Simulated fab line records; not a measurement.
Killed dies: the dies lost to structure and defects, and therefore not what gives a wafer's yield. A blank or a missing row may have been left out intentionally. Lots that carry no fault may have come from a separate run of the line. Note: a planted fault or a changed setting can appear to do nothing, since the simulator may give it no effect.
Chamber matching + flow gf180mcu + pecvd-02 running GF_CONTACT_CVD_02: 3 sister chambers
The step deposits SiO2 from TEOS, target thk 860 nm, time 95.992 s. 3 wafers are shown with their chamber, then 12 later ones without.

== WAFERS, EACH WITH ITS CHAMBER ==
| wafer  | chamber | heater-power-w (W) |
|--------|---------|--------------------|
| L091.4 | 2       | 539                |
| L091.5 | 0       | 901                |
| L091.6 | 1       | 497                |

== WAFERS WITHOUT THEIR CHAMBER ==
| wafer  | heater-power-w (W) |
|--------|--------------------|
| L093.1 | 629                |
| L093.2 | 558                |
| L093.3 | 745                |
| L093.4 | 856                |
| L093.5 | 557                |
| L093.6 | 641                |
| L094.2 | 907                |
| L094.3 | 486                |
| L094.5 | 588                |
| L097.2 | 598                |
| L097.3 | 918                |
| L097.4 | 530                |

== WHICH CHAMBER EACH ONE RAN IN ==
| wafer  | from the rows above          | in truth |
|--------|------------------------------|----------|
| L093.1 | can't be placed: 2 or 1      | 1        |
| L093.2 | can't be placed: 2 or 1      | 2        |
| L093.3 | can't be placed: 0 or 2 or 1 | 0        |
| L093.4 | 0                            | 0        |
| L093.5 | can't be placed: 2 or 1      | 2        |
| L093.6 | can't be placed: 2 or 1      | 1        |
| L094.2 | 0                            | 0        |
| L094.3 | can't be placed: 1 or 2      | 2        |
| L094.5 | can't be placed: 2 or 1      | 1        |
| L097.2 | can't be placed: 2 or 1      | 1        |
| L097.3 | 0                            | 0        |
| L097.4 | can't be placed: 2 or 1      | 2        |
Placed correctly: 3 of 12. Not placeable from these rows: 9 (in 9, the candidates include the true chamber). Placed wrongly: 0.
How it was worked out, from the rows above alone: a wafer's distance from a chamber is the root of the sum, over the readings, of the square of ((its reading less the chamber's mean) divided by the reading's scatter). The wafer belongs to the nearest chamber; if the next one is less than 2 further off, it can't be placed. Each chamber's mean is taken over the wafers shown for it. The scatter: root of mean squared gap, hidden wafer to nearest shown wafer, with one shown wafer a chamber.
